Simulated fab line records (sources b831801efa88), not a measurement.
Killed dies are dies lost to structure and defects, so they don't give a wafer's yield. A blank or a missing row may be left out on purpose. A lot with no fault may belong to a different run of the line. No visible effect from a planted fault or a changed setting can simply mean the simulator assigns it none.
The same fault as seen by 2 desks    flow sky130    only its own numbers are on each desk; what lay behind them is given at the end

AT THE TOOL OWNER'S DESK: cvdW-02
The tool's own readings at SKY_VIA4_CVD_18 (deposits W, target thk 505 nm, time 152.14 s): means of the sampled wafers that have a number, for each lot that ran on this tool. Marked OUT: a lot whose mean sits more than 4 standard deviations from the usual mean, which makes it out of limits; the brackets give that distance.
Columns: A = heaterPowerW at SKY_VIA4_CVD_18, usual 843 W
lot   first seen here  A
L755  day 42 18:40     782
L756  day 43 12:09     817
L757  day 43 14:28     819
L763  day 45 17:27     784
L765  day 45 22:48     812
L764  day 45 23:37     814
This desk's finding: nothing out of limits on any of the 6 lots.

METROLOGY DESK
Lot by lot, what the gauges showed, no matter which tool ran the lot: averages of those sampled wafers that carry a number. Marked OUT: a lot whose mean sits more than 4 standard deviations from the usual mean, which makes it out of limits; the brackets give that distance.
Columns: A = CAP2M_OVL at SKY_CAP2M_OVL_MEAS_12, usual -0.2 nm; B = VIA4_W_RS at SKY_VIA4_RS_MEAS_19, usual 0.227 ohm/sq; C = VIA4_W_THK at SKY_VIA4_THK_MEAS_20, usual 491 nm
lot   first seen here  A     B                C
L755  day 40 17:00     -0.2  0.228            495
L756  day 41 11:05     0.2   0.227            491
L757  day 41 14:02     1.4   0.227            490
L763  day 43 18:59     0.4   0.316 (+26) OUT  372 (-15) OUT
L765  day 44 00:32     0.4   0.312 (+25) OUT  374 (-15) OUT
L764  day 44 01:16     2.5   0.270 (+13) OUT  436 (-6.9) OUT
L770  day 45 10:31     -0.2  0.227            483
L771  day 45 15:24     0.4   0.225            496
L774  day 46 01:45     -0.8  0.227            492
L775  day 46 04:21     0.7   0.224            488
This desk's result: L763, L764, L765 out of limits, first on L763 (VIA4_W_RS at SKY_VIA4_RS_MEAS_19), day 45 17:37. In limits: L755, L756, L757, L770, L771, L774, L775.

TAKEN TOGETHER
The metrology desk could have raised an alarm at day 45 17:37, on L763, L764, L765.
The tool owner's desk saw nothing out of limits.
The tool owner's desk has L763, L764, L765 on record, within its limits.
Of the lots named, all ran SKY_VIA4_CVD_18 on cvdW-02.

WHAT WAS PUT IN BY THE SIMULATOR
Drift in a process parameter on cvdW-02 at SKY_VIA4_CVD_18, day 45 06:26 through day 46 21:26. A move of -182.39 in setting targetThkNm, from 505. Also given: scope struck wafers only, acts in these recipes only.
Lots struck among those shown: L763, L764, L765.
Per desk, hours elapsed from the start of the fault to the first reading out of limits: for the metrology desk, 11.
